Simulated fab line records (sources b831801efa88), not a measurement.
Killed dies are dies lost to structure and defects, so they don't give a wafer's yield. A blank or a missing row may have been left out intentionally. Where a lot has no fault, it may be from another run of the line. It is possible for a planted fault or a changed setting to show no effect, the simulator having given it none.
Which tool did it? | flow sky130 | 15 lots (45 wafers sampled), 1 step of a 708-step route

WHAT EACH GAUGE READ, for each wafer
No reading from a measuring or inspecting step in the record can be judged against a usual standard deviation.

TOOL THAT RAN EACH LOT (tool first, then ch and the chambers of the sampled wafers, then the start)
lot  | SKY_SD_N_RTA_14
L237 | rtp-anneal-02 ch 0, day 28 02:07
L238 | rtp-anneal-01 ch 0, day 28 10:25
L239 | rtp-anneal-02 ch 0, day 28 18:45
L242 | rtp-anneal-01 ch 0, day 29 15:36
L243 | rtp-anneal-02 ch 0, day 29 20:11
L244 | rtp-anneal-01 ch 0, day 31 01:19
L245 | rtp-anneal-02 ch 0, day 31 03:49
L248 | rtp-anneal-02 ch 0, day 31 12:55
L250 | rtp-anneal-01 ch 0, day 32 04:10
L252 | rtp-anneal-01 ch 0, day 33 00:27
L254 | rtp-anneal-01 ch 0, day 33 11:51
L255 | rtp-anneal-02 ch 0, day 33 15:14
L257 | rtp-anneal-02 ch 0, day 34 09:04
L258 | rtp-anneal-01 ch 0, day 34 17:16
L259 | rtp-anneal-02 ch 0, day 35 09:52
- SKY_SD_N_RTA_14: time 2 s.

WHAT THE TOOLS THEMSELVES READ (means of the sampled wafers that have a number; where no wafer has one, the mark that the record gives instead)
SKY_SD_N_RTA_14.
lot  | tool          | anneal-temp-c-max | chamber-o2-ppm | lamp-power-pct (%) | ramp-down-c-per-s | ramp-up-c-per-s | wafer_temp_C_max
L237 | rtp-anneal-02 | 1078.5            | 1.999          | 15.72              | 90.003            | 150.01          | 1078.3
L238 | rtp-anneal-01 | 1078.8            | 1.990          | 15.73              | 89.995            | 149.98          | 1077.4
L239 | rtp-anneal-02 | 1078.2            | 1.986          | 15.74              | 90.008            | 149.95          | 1077.4
L242 | rtp-anneal-01 | 1079.6            | 1.985          | 15.75              | 90.000            | 150.01          | 1078.3
L243 | rtp-anneal-02 | 1079.4            | 2.001          | 15.75              | 35.990            | 150.00          | 1079.1
L244 | rtp-anneal-01 | 1080.6            | 2.038          | 15.76              | 90.012            | 150.01          | 1078.3
L245 | rtp-anneal-02 | 1078.1            | 2.012          | 15.75              | 35.996            | 149.97          | 1078.2
L248 | rtp-anneal-02 | 1079.2            | 1.980          | 15.74              | 36.010            | 149.99          | 1077.3
L250 | rtp-anneal-01 | 1079.3            | 1.992          | 15.73              | 90.014            | 149.99          | 1076.9
L252 | rtp-anneal-01 | 1078.5            | 1.998          | 15.72              | 89.997            | 150.00          | 1078.0
L254 | rtp-anneal-01 | 1079.1            | 2.017          | 15.77              | 90.007            | 150.03          | 1077.7
L255 | rtp-anneal-02 | 1078.9            | 1.998          | 15.77              | 90.000            | 150.02          | 1078.4
L257 | rtp-anneal-02 | 1079.3            | 1.999          | 15.69              | 89.994            | 150.00          | 1077.7
L258 | rtp-anneal-01 | 1078.9            | 2.023          | 15.74              | 90.009            | 150.01          | 1077.5
L259 | rtp-anneal-02 | 1079.5            | 1.982          | 15.72              | 89.999            | 150.02          | 1078.5

THE ANSWER, worked out from the rows above alone
Rule: what is usual is taken from the lots themselves. Put in order of their means at a reading, lots are off if they are a third of the lots or fewer, leave a main group of 4 or more, and stand apart from it by a gap of 3 or more times the standard deviation of the main group's means; of several such gaps the widest counts. If all means in a main group match to the digits the tables above print for the reading, that group is not used. Also off: a lot with no number at a reading for which 4 or more lots have one. The other lots that the step has rows for count as sound. The gauges are gone through in route order, then the tools' own readings, and for those a lot's mean is taken as printed above. At the first step where some lot is off, the reading lying furthest off is the one used; lots without a number count as furthest.
Off at SKY_SD_N_RTA_14 (ramp-down-c-per-s): L243, L245, L248. For the main group the mean is 90.003 and the standard deviation 0.0064.
If a tool, at that step or one of the process steps before it, ran each lot that is off and ran no sound lot following the first of them, it fits. Of those tried, none fits.

WHAT THE SIMULATOR HAD INSERTED
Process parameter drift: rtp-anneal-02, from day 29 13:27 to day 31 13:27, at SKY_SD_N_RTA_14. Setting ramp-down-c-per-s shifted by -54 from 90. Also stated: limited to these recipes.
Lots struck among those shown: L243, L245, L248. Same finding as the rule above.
